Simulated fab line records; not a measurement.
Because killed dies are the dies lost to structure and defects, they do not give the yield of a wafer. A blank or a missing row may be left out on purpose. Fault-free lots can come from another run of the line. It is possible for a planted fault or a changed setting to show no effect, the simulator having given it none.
fab line records | flow sky130 | part 1 of 2: steps 1 to 30 of 43
record: lots: 5 | wafers: 15 | lastDay: 49
route steps=708 shown SD_P@329 RES_XHIGH@332 SD_N@342 SALICIDE@361 LI_CONTACT@362
lots with no fault: from the same line, run without faults
startH: the number of hours between the record's first day and the start of the first shown wafer of the lot | waitH: time in hours since the lot's previous step | " same as the row above | L1.1+2: a single row standing in for several wafers | - value missing, or start not given | * or withheld: withheld | < > ~ a bound
route shown NAME@n: a module of which the file shows steps, and the number in the route of the first | usual: mean and standard deviation over wafers with no fault | same: alike in all rows | chamber/n: place in a boat | sites: each site's reading | _std_site: their standard deviation | _edge_site: outer sites' mean less inner sites' | radiusMm: how far each site lies from the wafer's centre | mask NAME#n: copy n | behind: tool/chamber where the wafer was last shaped | hold: what put the lot on hold/how long, in hours/how the hold closed | device: names the non-switching transistor (n, p or np) | end of line: the same wafers' tests at the end of the route | a step with no rows: only its recipe | killed: count of dies lost to structure and defects at first sort (not the wafer's yield) | map: a wafer's dies, marking killed ones x, the rest . and places with no die _
set.NAME: the setting the step ran with; set.NAME@STEP: the setting that earlier step ran with | model.NAME: the simulator's own value behind a step, which no gauge read
a table for each step, a row for each wafer; lots at some steps of the route
services: a tool's chamber out of use, with start hour (startH, from the record's first day; less than 0 if before it), hours out, and reason
== steps ==
step: SKY_SD_P_IMPLANT_09
recipe: species: BF2 | energyKev: 19.78 | doseCm2: 3e+15 | tiltDeg: 0
usual: faradayCurrentUA: 13214/520
lot.wafer | tool         | chamber | startH | waitH | faradayCurrentUA
L075.2    | implanter-02 | 0       | 606.20 | 0.0   | 12654
L075.4    | "            | 0       | "      | "     | 12487
L075.6    | "            | 0       | "      | "     | 12344
L077.2    | implanter-02 | 0       | 634.85 | 0.0   | 12554
L077.3    | "            | 0       | "      | "     | 12664
L077.5    | "            | 0       | "      | "     | 12772
L082.1    | implanter-02 | 0       | 656.02 | 0.0   | 12836
L082.5    | "            | 0       | "      | "     | 12086
L082.6    | "            | 0       | "      | "     | 12371
L084.3    | implanter-01 | 0       | 674.82 | 0.1   | 13533
L084.4    | "            | 0       | "      | "     | 13828
L084.6    | "            | 0       | "      | "     | 13538
L089.3    | implanter-04 | 0       | 736.97 | 0.1   | 13779
L089.5    | "            | 0       | "      | "     | 13668
L089.6    | "            | 0       | "      | "     | 13726
step: SKY_SD_P_STRIP_10
recipe: chemistry: O2/N2 | powerW: 1400 | pressureMtorr: 1500 | platenTempC: withheld | o2FlowSccm: 3000 | n2FlowSccm: 300 | overashFraction: 0.5
usual: chamberPressureMTorr: 1499.9/1.4 | drypumpMotorCurrentA: 5.66/0.18 | n2FlowSccm: 300.1/0.91 | oesProductAu: 0.619/0.005 | stripTimeToEndpointS: 17.49/0.04
same: overashFraction: 0.5
lot.wafer | tool           | chamber | startH | waitH | chamberPressureMTorr | drypumpMotorCurrentA | n2FlowSccm | oesProductAu | rfHoursCounterH | stripTimeToEndpointS
L075.2    | plasmaAsher-02 | 0       | 606.32 | 0.1   | 1496.9               | 5.52                 | 300.2      | 0.628        | 45              | 17.41
L075.4    | "              | 1       | "      | "     | 1500.8               | 5.86                 | 300.8      | 0.619        | -               | 17.43
L075.6    | "              | 0       | "      | "     | 1499.1               | 5.52                 | 301.2      | 0.629        | -               | 17.46
L077.2    | plasmaAsher-02 | 1       | 634.97 | 0.1   | 1499.6               | 5.86                 | 300.8      | 0.617        | 48              | 17.45
L077.3    | "              | 0       | "      | "     | 1501.2               | 5.52                 | 300.6      | 0.610        | -               | 17.50
L077.5    | "              | 1       | "      | "     | 1499.0               | 5.86                 | 300.2      | 0.621        | -               | 17.47
L082.1    | plasmaAsher-02 | 0       | 656.17 | 0.1   | 1499.0               | 5.55                 | 300.4      | 0.617        | 50              | 17.51
L082.5    | "              | 0       | "      | "     | 1500.0               | 5.58                 | 299.4      | 0.619        | -               | 17.53
L082.6    | "              | 1       | "      | "     | 1498.3               | 5.87                 | 301.7      | 0.622        | -               | 17.51
L084.3    | plasmaAsher-02 | 1       | 674.96 | 0.1   | 1501.5               | 5.84                 | 300.8      | 0.624        | -               | 17.48
L084.4    | "              | 0       | "      | "     | 1502.4               | 5.55                 | 299.2      | 0.614        | -               | 17.51
L084.6    | "              | 1       | "      | "     | 1499.2               | 5.83                 | 300.1      | 0.615        | -               | 17.47
L089.3    | plasmaAsher-03 | 1       | 737.10 | 0.1   | 1497.2               | 5.73                 | 300.2      | 0.625        | -               | 17.46
L089.5    | "              | 1       | "      | "     | 1499.4               | 5.73                 | 299.7      | 0.617        | -               | 17.46
L089.6    | "              | 0       | "      | "     | 1499.5               | 5.61                 | 299.7      | 0.618        | -               | 17.49
step: SKY_SD_P_TW_MEAS_11
usual: SD_P_TW: 2805/27
lot.wafer | tool         | chamber | startH | waitH | SD_P_TW
L075.2    | filmMetro-01 | -       | 606.43 | 0.1   | 2776
L075.4    | "            | -       | "      | "     | 2789
L075.6    | "            | -       | "      | "     | 2798
L077.2    | filmMetro-02 | -       | 635.08 | 0.1   | 2840
L077.3    | "            | -       | "      | "     | 2837
L077.5    | "            | -       | "      | "     | 2825
L082.1    | filmMetro-02 | -       | 656.27 | 0.1   | 2833
L082.5    | "            | -       | "      | "     | 2855
L082.6    | "            | -       | "      | "     | 2845
L084.3    | filmMetro-01 | -       | 675.04 | 0.1   | 2786
L084.4    | "            | -       | "      | "     | 2774
L084.6    | "            | -       | "      | "     | 2800
L089.3    | filmMetro-04 | -       | 737.19 | 0.1   | 2831
L089.5    | "            | -       | "      | "     | 2799
L089.6    | "            | -       | "      | "     | 2821
step: SKY_RES_XHIGH_DEHYDRATE_00
recipe: tempC: 200 | timeS: 60
lot.wafer  | tool          | chamber | startH | waitH
L075.2+4+6 | lithoTrack-02 | 0       | 621.19 | 14.7
L077.2+3+5 | lithoTrack-01 | 0       | 649.16 | 14.1
L082.1+5+6 | lithoTrack-04 | 0       | 669.72 | 13.4
L084.3+4+6 | lithoTrack-02 | 0       | 687.82 | 12.8
L089.3+5+6 | lithoTrack-02 | 0       | 750.37 | 13.2
step: SKY_RES_XHIGH_HMDS_01
recipe: primeTimeS: 60 | primeTempC: 120
lot.wafer  | tool          | chamber | startH | waitH
L075.2+4+6 | lithoTrack-02 | 0       | 621.34 | 0.1
L077.2+3+5 | lithoTrack-01 | 0       | 649.31 | 0.1
L082.1+5+6 | lithoTrack-04 | 0       | 669.87 | 0.1
L084.3+4+6 | lithoTrack-02 | 0       | 687.97 | 0.1
L089.3+5+6 | lithoTrack-02 | 0       | 750.52 | 0.1
step: SKY_RES_XHIGH_COAT_02
recipe: resist: NOVOLAK | spinRpm: 3000 | resistThkNm: 1140
lot.wafer  | tool          | chamber | startH | waitH
L075.2+4+6 | lithoTrack-02 | 0       | 621.49 | 0.1
L077.2+3+5 | lithoTrack-01 | 0       | 649.46 | 0.1
L082.1+5+6 | lithoTrack-04 | 0       | 670.02 | 0.1
L084.3+4+6 | lithoTrack-02 | 0       | 688.12 | 0.1
L089.3+5+6 | lithoTrack-02 | 0       | 750.67 | 0.1
step: SKY_RES_XHIGH_SOFTBAKE_03
recipe: tempC: 90 | timeS: 60 | resist: NOVOLAK
lot.wafer  | tool          | chamber | startH | waitH
L075.2+4+6 | lithoTrack-02 | 0       | 621.64 | 0.1
L077.2+3+5 | lithoTrack-01 | 0       | 649.61 | 0.1
L082.1+5+6 | lithoTrack-04 | 0       | 670.17 | 0.1
L084.3+4+6 | lithoTrack-02 | 0       | 688.27 | 0.1
L089.3+5+6 | lithoTrack-02 | 0       | 750.82 | 0.1
step: SKY_RES_XHIGH_EXPOSE_04
recipe: maskId: URPM | na: 0.6 | sourceShape: conventional | sigmaOuter: 0.6 | polarization: unpolarized | targetCdNm: 1270 | doseMj: 140
lot.wafer  | tool            | chamber | startH | waitH | mask
L075.2+4+6 | ilineStepper-02 | 0       | -      | -     | URPM#0
L077.2+3+5 | ilineStepper-01 | 0       | -      | -     | URPM#0
L082.1+5+6 | ilineStepper-01 | 0       | -      | -     | URPM#0
L084.3+4+6 | ilineStepper-02 | 0       | -      | -     | URPM#0
L089.3+5+6 | ilineStepper-02 | 0       | -      | -     | URPM#0
step: SKY_RES_XHIGH_PEB_05
recipe: tempC: withheld | timeS: * | resist: NOVOLAK
lot.wafer  | tool          | chamber | startH | waitH
L075.2+4+6 | lithoTrack-04 | 0       | -      | -
L077.2+3+5 | lithoTrack-02 | 0       | -      | -
L082.1+5+6 | lithoTrack-04 | 0       | -      | -
L084.3+4+6 | lithoTrack-02 | 0       | -      | -
L089.3+5+6 | lithoTrack-02 | 0       | -      | -
step: SKY_RES_XHIGH_DEVELOP_06
recipe: resist: NOVOLAK | developer: TMAH | developTimeS: 60 | devTempC: 23
lot.wafer  | tool          | chamber | startH | waitH
L075.2+4+6 | lithoTrack-04 | 0       | 635.44 | 0.1
L077.2+3+5 | lithoTrack-02 | 0       | 663.89 | 0.1
L082.1+5+6 | lithoTrack-04 | 0       | 683.12 | 0.1
L084.3+4+6 | lithoTrack-02 | 0       | 702.42 | 0.1
L089.3+5+6 | lithoTrack-02 | 0       | 763.97 | 0.1
step: SKY_RES_XHIGH_IMPLANT_07
recipe: species: BF2 | energyKev: 20 | doseCm2: 3.6e+14 | tiltDeg: 0
usual: faradayCurrentUA: 563/62
lot.wafer | tool         | chamber | startH | waitH | faradayCurrentUA
L075.2    | implanter-01 | 0       | 635.59 | 0.1   | 590
L075.4    | "            | 0       | "      | "     | 606
L075.6    | "            | 0       | "      | "     | 601
L077.2    | implanter-04 | 0       | 664.04 | 0.1   | 598
L077.3    | "            | 0       | "      | "     | 596
L077.5    | "            | 0       | "      | "     | 593
L082.1    | implanter-03 | 0       | 683.27 | 0.1   | 463
L082.5    | "            | 0       | "      | "     | 455
L082.6    | "            | 0       | "      | "     | 456
L084.3    | implanter-04 | 0       | 702.57 | 0.1   | 594
L084.4    | "            | 0       | "      | "     | 596
L084.6    | "            | 0       | "      | "     | 596
L089.3    | implanter-03 | 0       | 764.12 | 0.1   | 473
L089.5    | "            | 0       | "      | "     | 468
L089.6    | "            | 0       | "      | "     | 450
step: SKY_RES_XHIGH_STRIP_08
recipe: chemistry: O2/N2 | powerW: 1400 | pressureMtorr: 1500 | platenTempC: withheld | o2FlowSccm: 3000 | n2FlowSccm: 300 | overashFraction: 0.5
usual: chamberPressureMTorr: 1500.1/1.3 | drypumpMotorCurrentA: 5.8/0.31 | n2FlowSccm: 299.8/0.83 | oesProductAu: 0.711/0.0043 | stripTimeToEndpointS: 14.30/0.037
same: overashFraction: 0.5
lot.wafer | tool           | chamber | startH | waitH | chamberPressureMTorr | drypumpMotorCurrentA | n2FlowSccm | oesProductAu | rfHoursCounterH | stripTimeToEndpointS
L075.2    | plasmaAsher-04 | 1       | 635.72 | 0.1   | 1501.1               | 6.1                  | 298.2      | 0.708        | 89              | 14.25
L075.4    | "              | 1       | "      | "     | 1497.4               | 6.2                  | 299.1      | 0.720        | -               | 14.28
L075.6    | "              | 1       | "      | "     | 1499.6               | 6.1                  | 298.6      | 0.713        | -               | 14.29
L077.2    | plasmaAsher-02 | 1       | 664.17 | 0.1   | 1500.5               | 5.8                  | 300.8      | 0.701        | 51              | 14.33
L077.3    | "              | 0       | "      | "     | 1502.0               | 5.5                  | 299.4      | 0.711        | -               | 14.29
L077.5    | "              | 1       | "      | "     | 1500.0               | 5.8                  | 300.1      | 0.712        | -               | 14.28
L082.1    | plasmaAsher-04 | 0       | 683.42 | 0.1   | 1499.5               | 5.8                  | 299.8      | 0.716        | 94              | 14.29
L082.5    | "              | 1       | "      | "     | 1499.5               | 6.1                  | 299.5      | 0.713        | -               | 14.31
L082.6    | "              | 0       | "      | "     | 1499.2               | 5.8                  | 300.4      | 0.708        | -               | 14.29
L084.3    | plasmaAsher-02 | 1       | 702.70 | 0.1   | 1498.4               | 5.8                  | 299.3      | 0.707        | -               | 14.30
L084.4    | "              | 0       | "      | "     | 1499.8               | 5.6                  | 300.1      | 0.711        | -               | 14.31
L084.6    | "              | 0       | "      | "     | 1496.8               | 5.6                  | 298.5      | 0.712        | -               | 14.33
L089.3    | plasmaAsher-02 | 1       | 764.25 | 0.1   | 1500.0               | 5.8                  | 299.2      | 0.708        | -               | 14.34
L089.5    | "              | 0       | "      | "     | 1499.9               | 5.5                  | 299.5      | 0.711        | -               | 14.34
L089.6    | "              | 1       | "      | "     | 1501.9               | 5.9                  | 299.0      | 0.714        | -               | 14.35
step: SKY_RES_XHIGH_TW_MEAS_09
usual: RES_XHIGH_TW: 1635/15
lot.wafer | tool         | chamber | startH | waitH | RES_XHIGH_TW
L075.2    | filmMetro-02 | -       | 635.83 | 0.1   | 1659
L075.4    | "            | -       | "      | "     | 1658
L075.6    | "            | -       | "      | "     | 1655
L077.2    | filmMetro-02 | -       | 664.28 | 0.1   | 1653
L077.3    | "            | -       | "      | "     | 1660
L077.5    | "            | -       | "      | "     | 1652
L082.1    | filmMetro-01 | -       | 683.52 | 0.1   | 1637
L082.5    | "            | -       | "      | "     | 1623
L082.6    | "            | -       | "      | "     | 1622
L084.3    | filmMetro-01 | -       | 702.79 | 0.1   | 1625
L084.4    | "            | -       | "      | "     | 1616
L084.6    | "            | -       | "      | "     | 1617
L089.3    | filmMetro-01 | -       | 764.34 | 0.1   | 1619
L089.5    | "            | -       | "      | "     | 1610
L089.6    | "            | -       | "      | "     | 1621
step: SKY_SD_N_DEHYDRATE_00
recipe: tempC: 200 | timeS: 60
lot.wafer  | tool          | chamber | startH | waitH
L075.2+4+6 | lithoTrack-02 | 0       | 650.09 | 14.3
L077.2+3+5 | lithoTrack-03 | 0       | 676.95 | 12.7
L082.1+5+6 | lithoTrack-03 | 0       | 697.83 | 14.3
L084.3+4+6 | lithoTrack-02 | 0       | 716.66 | 13.9
L089.3+5+6 | lithoTrack-02 | 0       | 777.07 | 12.7
step: SKY_SD_N_HMDS_01
recipe: primeTimeS: 60 | primeTempC: 120
lot.wafer  | tool          | chamber | startH | waitH
L075.2+4+6 | lithoTrack-02 | 0       | 650.24 | 0.1
L077.2+3+5 | lithoTrack-03 | 0       | 677.10 | 0.1
L082.1+5+6 | lithoTrack-03 | 0       | 697.98 | 0.1
L084.3+4+6 | lithoTrack-02 | 0       | 716.81 | 0.1
L089.3+5+6 | lithoTrack-02 | 0       | 777.22 | 0.1
step: SKY_SD_N_COAT_02
recipe: resist: NOVOLAK | spinRpm: 3000 | resistThkNm: 1140
lot.wafer  | tool          | chamber | startH | waitH
L075.2+4+6 | lithoTrack-02 | 0       | 650.39 | 0.1
L077.2+3+5 | lithoTrack-03 | 0       | 677.25 | 0.1
L082.1+5+6 | lithoTrack-03 | 0       | 698.13 | 0.1
L084.3+4+6 | lithoTrack-02 | 0       | 716.96 | 0.1
L089.3+5+6 | lithoTrack-02 | 0       | 777.37 | 0.1
step: SKY_SD_N_SOFTBAKE_03
recipe: tempC: 90 | timeS: 60 | resist: NOVOLAK
lot.wafer  | tool          | chamber | startH | waitH
L075.2+4+6 | lithoTrack-02 | 0       | 650.54 | 0.1
L077.2+3+5 | lithoTrack-03 | 0       | 677.40 | 0.1
L082.1+5+6 | lithoTrack-03 | 0       | 698.28 | 0.1
L084.3+4+6 | lithoTrack-02 | 0       | 717.11 | 0.1
L089.3+5+6 | lithoTrack-02 | 0       | 777.52 | 0.1
step: SKY_SD_N_EXPOSE_04
recipe: maskId: NSDM | na: 0.6 | sourceShape: conventional | sigmaOuter: 0.6 | polarization: unpolarized | targetCdNm: 380 | doseMj: 141
lot.wafer  | tool            | chamber | startH | waitH | mask
L075.2+4+6 | ilineStepper-01 | 0       | -      | -     | NSDM#0
L077.2+3+5 | ilineStepper-02 | 0       | -      | -     | NSDM#0
L082.1+5+6 | ilineStepper-02 | 0       | -      | -     | NSDM#0
L084.3+4+6 | ilineStepper-02 | 0       | -      | -     | NSDM#0
L089.3+5+6 | ilineStepper-02 | 0       | -      | -     | NSDM#0
step: SKY_SD_N_PEB_05
recipe: tempC: withheld | timeS: * | resist: NOVOLAK
lot.wafer  | tool          | chamber | startH | waitH
L075.2+4+6 | lithoTrack-02 | 0       | -      | -
L077.2+3+5 | lithoTrack-02 | 0       | -      | -
L082.1+5+6 | lithoTrack-01 | 0       | -      | -
L084.3+4+6 | lithoTrack-01 | 0       | -      | -
L089.3+5+6 | lithoTrack-02 | 0       | -      | -
step: SKY_SD_N_DEVELOP_06
recipe: resist: NOVOLAK | developer: TMAH | developTimeS: 60 | devTempC: 23
lot.wafer  | tool          | chamber | startH | waitH
L075.2+4+6 | lithoTrack-02 | 0       | 664.49 | 0.1
L077.2+3+5 | lithoTrack-02 | 0       | 690.34 | 0.1
L082.1+5+6 | lithoTrack-01 | 0       | 712.18 | 0.1
L084.3+4+6 | lithoTrack-01 | 0       | 730.58 | 0.1
L089.3+5+6 | lithoTrack-02 | 0       | 790.62 | 0.1
step: SKY_SD_N_CD_MEAS_07
recipe: targetCdNm: 380
usual: cdNm: 380.2/2.6
lot.wafer | tool     | chamber | startH | waitH | cdNm
L075.2    | cdSem-02 | -       | 664.64 | 0.1   | 382.1
L075.4    | "        | -       | "      | "     | 381.3
L075.6    | "        | -       | "      | "     | 381.3
L077.2    | cdSem-02 | -       | 690.49 | 0.1   | 373.9
L077.3    | "        | -       | "      | "     | 375.3
L077.5    | "        | -       | "      | "     | 375.2
L082.1    | cdSem-01 | -       | 712.33 | 0.1   | 377.2
L082.5    | "        | -       | "      | "     | 379.3
L082.6    | "        | -       | "      | "     | 379.4
L084.3    | cdSem-02 | -       | 730.72 | 0.1   | 378.4
L084.4    | "        | -       | "      | "     | 378.7
L084.6    | "        | -       | "      | "     | 380.0
L089.3    | cdSem-02 | -       | 790.76 | 0.1   | 385.1
L089.5    | "        | -       | "      | "     | 383.0
L089.6    | "        | -       | "      | "     | 385.1
step: SKY_SD_N_OVL_MEAS_08
usual: SD_N_OVL: 0.0/1.2
lot.wafer | tool       | chamber | startH | waitH | SD_N_OVL[nm]
L075.2    | overlay-01 | -       | 664.74 | 0.1   | 0.1
L075.4    | "          | -       | "      | "     | -1.0
L075.6    | "          | -       | "      | "     | 2.0
L077.2    | overlay-01 | -       | 690.59 | 0.1   | 0.4
L077.3    | "          | -       | "      | "     | -1.0
L077.5    | "          | -       | "      | "     | -1.2
L082.1    | overlay-01 | -       | 712.45 | 0.1   | -2.4
L082.5    | "          | -       | "      | "     | -0.9
L082.6    | "          | -       | "      | "     | 0.3
L084.3    | overlay-02 | -       | 730.81 | 0.1   | 1.2
L084.4    | "          | -       | "      | "     | -0.4
L084.6    | "          | -       | "      | "     | -1.5
L089.3    | overlay-02 | -       | 790.85 | 0.1   | -0.7
L089.5    | "          | -       | "      | "     | -3.0
L089.6    | "          | -       | "      | "     | -1.8
step: SKY_SD_N_IMPLANT_09
recipe: species: As | energyKev: 50 | doseCm2: 4e+15 | tiltDeg: 0
usual: faradayCurrentUA: 12302/1200
lot.wafer | tool         | chamber | startH | waitH | faradayCurrentUA
L075.2    | implanter-02 | 0       | 664.80 | 0.0   | 12561
L075.4    | "            | 0       | "      | "     | 12476
L075.6    | "            | 0       | "      | "     | 12509
L077.2    | implanter-02 | 0       | 690.65 | 0.0   | 12890
L077.3    | "            | 0       | "      | "     | 12631
L077.5    | "            | 0       | "      | "     | 12469
L082.1    | implanter-01 | 0       | 712.49 | 0.0   | 13121
L082.5    | "            | 0       | "      | "     | 13209
L082.6    | "            | 0       | "      | "     | 13282
L084.3    | implanter-01 | 0       | 730.89 | 0.1   | 13542
L084.4    | "            | 0       | "      | "     | 13533
L084.6    | "            | 0       | "      | "     | 13650
L089.3    | implanter-02 | 0       | 790.92 | 0.1   | 12364
L089.5    | "            | 0       | "      | "     | 12182
L089.6    | "            | 0       | "      | "     | 12184
step: SKY_SD_N_IMPLANT_10
recipe: species: P | energyKev: 20 | doseCm2: 1e+14 | tiltDeg: 0
usual: faradayCurrentUA: 527/47
lot.wafer | tool         | chamber | startH | waitH | faradayCurrentUA
L075.2    | implanter-02 | 0       | 664.95 | 0.1   | 535
L075.4    | "            | 0       | "      | "     | 543
L075.6    | "            | 0       | "      | "     | 538
L077.2    | implanter-02 | 0       | 690.80 | 0.1   | 543
L077.3    | "            | 0       | "      | "     | 552
L077.5    | "            | 0       | "      | "     | 547
L082.1    | implanter-01 | 0       | 712.64 | 0.1   | 560
L082.5    | "            | 0       | "      | "     | 568
L082.6    | "            | 0       | "      | "     | 551
L084.3    | implanter-01 | 0       | 731.04 | 0.1   | 572
L084.4    | "            | 0       | "      | "     | 561
L084.6    | "            | 0       | "      | "     | 573
L089.3    | implanter-02 | 0       | 791.07 | 0.1   | 547
L089.5    | "            | 0       | "      | "     | 544
L089.6    | "            | 0       | "      | "     | 550
step: SKY_SD_N_STRIP_11
recipe: chemistry: O2/N2 | powerW: 1400 | pressureMtorr: 1500 | platenTempC: withheld | o2FlowSccm: 3000 | n2FlowSccm: 300 | overashFraction: 0.5
usual: chamberPressureMTorr: 1500.2/1.3 | drypumpMotorCurrentA: 5.7/0.33 | n2FlowSccm: 300.0/0.87 | oesProductAu: 0.528/0.0047 | stripTimeToEndpointS: 22.57/0.043
same: overashFraction: 0.5
lot.wafer | tool           | chamber | startH | waitH | chamberPressureMTorr | drypumpMotorCurrentA | n2FlowSccm | oesProductAu | rfHoursCounterH | stripTimeToEndpointS
L075.2    | plasmaAsher-04 | 1       | 665.07 | 0.1   | 1501.4               | 6.1                  | 298.7      | 0.534        | 92              | 22.58
L075.4    | "              | 0       | "      | "     | 1500.1               | 5.8                  | 298.7      | 0.530        | -               | 22.54
L075.6    | "              | 0       | "      | "     | 1501.7               | 5.8                  | 297.4      | 0.530        | -               | 22.57
L077.2    | plasmaAsher-01 | 1       | 690.92 | 0.1   | 1499.6               | 5.1                  | 300.0      | 0.523        | 94              | 22.61
L077.3    | "              | 1       | "      | "     | 1498.8               | 5.1                  | 298.7      | 0.528        | -               | 22.61
L077.5    | "              | 0       | "      | "     | 1499.8               | 5.7                  | 298.8      | 0.524        | -               | 22.58
L082.1    | plasmaAsher-04 | 0       | 712.79 | 0.1   | 1501.1               | 5.8                  | 300.3      | 0.531        | 97              | 22.57
L082.5    | "              | 0       | "      | "     | 1499.5               | 5.8                  | 301.2      | 0.529        | -               | 22.49
L082.6    | "              | 1       | "      | "     | 1501.4               | 6.1                  | 300.6      | 0.528        | -               | 22.56
L084.3    | plasmaAsher-01 | 1       | 731.17 | 0.1   | 1500.7               | 5.1                  | 298.8      | 0.523        | -               | 22.62
L084.4    | "              | 0       | "      | "     | 1501.1               | 5.7                  | 301.1      | 0.522        | -               | 22.61
L084.6    | "              | 0       | "      | "     | 1499.3               | 5.7                  | 299.4      | 0.535        | -               | 22.60
L089.3    | plasmaAsher-01 | 1       | 791.20 | 0.1   | 1501.1               | 5.1                  | 298.4      | 0.531        | -               | 22.56
L089.5    | "              | 1       | "      | "     | 1501.0               | 5.1                  | 300.8      | 0.529        | -               | 22.57
L089.6    | "              | 0       | "      | "     | 1498.7               | 5.7                  | 299.7      | 0.522        | -               | 22.57
step: SKY_SD_N_TW_MEAS_12
usual: SD_N_TW: 3960/34
lot.wafer | tool         | chamber | startH | waitH | SD_N_TW
L075.2    | filmMetro-01 | -       | 665.18 | 0.1   | 3951
L075.4    | "            | -       | "      | "     | 3949
L075.6    | "            | -       | "      | "     | 3917
L077.2    | filmMetro-01 | -       | 691.03 | 0.1   | 3950
L077.3    | "            | -       | "      | "     | 3931
L077.5    | "            | -       | "      | "     | 3924
L082.1    | filmMetro-04 | -       | 712.89 | 0.1   | 3956
L082.5    | "            | -       | "      | "     | 3978
L082.6    | "            | -       | "      | "     | 3957
L084.3    | filmMetro-04 | -       | 731.26 | 0.1   | 3967
L084.4    | "            | -       | "      | "     | 3973
L084.6    | "            | -       | "      | "     | 3967
L089.3    | filmMetro-04 | -       | 791.29 | 0.1   | 3974
L089.5    | "            | -       | "      | "     | 3981
L089.6    | "            | -       | "      | "     | 3977
step: SKY_SD_N_CLEAN_13
recipe: chemistry: SC1/SC2 | mix: 1:4:20 | tempC: 70 | timeS: 150 | dry: n2Spin
usual: bathHeatDutyPct: 13.1/1.1
lot.wafer | tool        | chamber | startH | waitH | bathHeatDutyPct
L075.2    | wetBench-01 | 1       | 665.23 | 0.0   | 13.2
L075.4    | "           | 1       | "      | "     | 11.7
L075.6    | "           | 1       | "      | "     | 12.7
L077.2    | wetBench-04 | 1       | 691.08 | 0.0   | 12.8
L077.3    | "           | 1       | "      | "     | 13.2
L077.5    | "           | 1       | "      | "     | 13.6
L082.1    | wetBench-01 | 0       | 712.95 | 0.1   | 12.4
L082.5    | "           | 0       | "      | "     | 12.4
L082.6    | "           | 0       | "      | "     | 11.8
L084.3    | wetBench-04 | 0       | 731.30 | 0.0   | 12.5
L084.4    | "           | 0       | "      | "     | 11.7
L084.6    | "           | 0       | "      | "     | 10.5
L089.3    | wetBench-04 | 2       | 791.33 | 0.0   | 12.1
L089.5    | "           | 2       | "      | "     | 12.8
L089.6    | "           | 2       | "      | "     | 13.3
step: SKY_SD_N_RTA_14
recipe: tempC: 1075 | timeS: 2 | idleTempC: 650 | rampUpCPerS: 150 | rampDownCPerS: 90 | ambient: N2
usual: lampPowerPct: 15.73/0.056 | wafer_temp_C_max: 1078.1/1.3
lot.wafer | tool         | chamber | startH | waitH | lampPowerPct | wafer_temp_C_max
L075.2    | rtpAnneal-02 | 0       | 665.29 | 0.0   | 15.60        | 1078.4
L075.4    | "            | 0       | "      | "     | 15.67        | 1076.9
L075.6    | "            | 0       | "      | "     | 15.73        | 1077.9
L077.2    | rtpAnneal-02 | 0       | 691.14 | 0.0   | 15.71        | 1078.7
L077.3    | "            | 0       | "      | "     | 15.83        | 1076.6
L077.5    | "            | 0       | "      | "     | 15.84        | 1077.8
L082.1    | rtpAnneal-01 | 0       | 713.00 | 0.0   | 15.61        | 1080.4
L082.5    | "            | 0       | "      | "     | 15.75        | 1077.8
L082.6    | "            | 0       | "      | "     | 15.74        | 1077.1
L084.3    | rtpAnneal-01 | 0       | 731.37 | 0.0   | 15.77        | 1078.4
L084.4    | "            | 0       | "      | "     | 15.73        | 1077.0
L084.6    | "            | 0       | "      | "     | 15.72        | 1078.0
L089.3    | rtpAnneal-02 | 0       | 791.40 | 0.0   | 15.75        | 1076.9
L089.5    | "            | 0       | "      | "     | 15.79        | 1077.6
L089.6    | "            | 0       | "      | "     | 15.73        | 1077.3
step: SKY_SD_N_RS_MEAS_16
recipe: thkMeasGauge: four-point-probe
usual: SD_N_RS: 68.58/0.12
lot.wafer | tool         | chamber | startH | waitH | SD_N_RS[ohm/sq]
L075.2    | filmMetro-02 | -       | 665.47 | 0.1   | 68.58
L075.4    | "            | -       | "      | "     | 68.48
L075.6    | "            | -       | "      | "     | 68.64
L077.2    | filmMetro-01 | -       | 691.32 | 0.1   | 68.71
L077.3    | "            | -       | "      | "     | 68.57
L077.5    | "            | -       | "      | "     | 68.53
L082.1    | filmMetro-01 | -       | 713.18 | 0.1   | 68.47
L082.5    | "            | -       | "      | "     | 68.60
L082.6    | "            | -       | "      | "     | 68.78
L084.3    | filmMetro-01 | -       | 731.56 | 0.1   | 68.69
L084.4    | "            | -       | "      | "     | 68.73
L084.6    | "            | -       | "      | "     | 68.45
L089.3    | filmMetro-01 | -       | 791.60 | 0.1   | 68.80
L089.5    | "            | -       | "      | "     | 68.61
L089.6    | "            | -       | "      | "     | 68.71
step: SKY_SD_N_RS_MEAS_17
recipe: thkMeasGauge: four-point-probe
usual: SD_P_RS: 147.9/0.35
lot.wafer | tool         | chamber | startH | waitH | SD_P_RS[ohm/sq]
L075.2    | filmMetro-02 | -       | 665.59 | 0.1   | 148.2
L075.4    | "            | -       | "      | "     | 148.1
L075.6    | "            | -       | "      | "     | 148.4
L077.2    | filmMetro-01 | -       | 691.44 | 0.1   | 148.1
L077.3    | "            | -       | "      | "     | 147.8
L077.5    | "            | -       | "      | "     | 147.2
L082.1    | filmMetro-01 | -       | 713.30 | 0.1   | 147.5
L082.5    | "            | -       | "      | "     | 147.7
L082.6    | "            | -       | "      | "     | 147.9
L084.3    | filmMetro-01 | -       | 731.68 | 0.1   | 147.9
L084.4    | "            | -       | "      | "     | 148.2
L084.6    | "            | -       | "      | "     | 148.4
L089.3    | filmMetro-01 | -       | 791.72 | 0.1   | 148.4
L089.5    | "            | -       | "      | "     | 148.2
L089.6    | "            | -       | "      | "     | 148.0
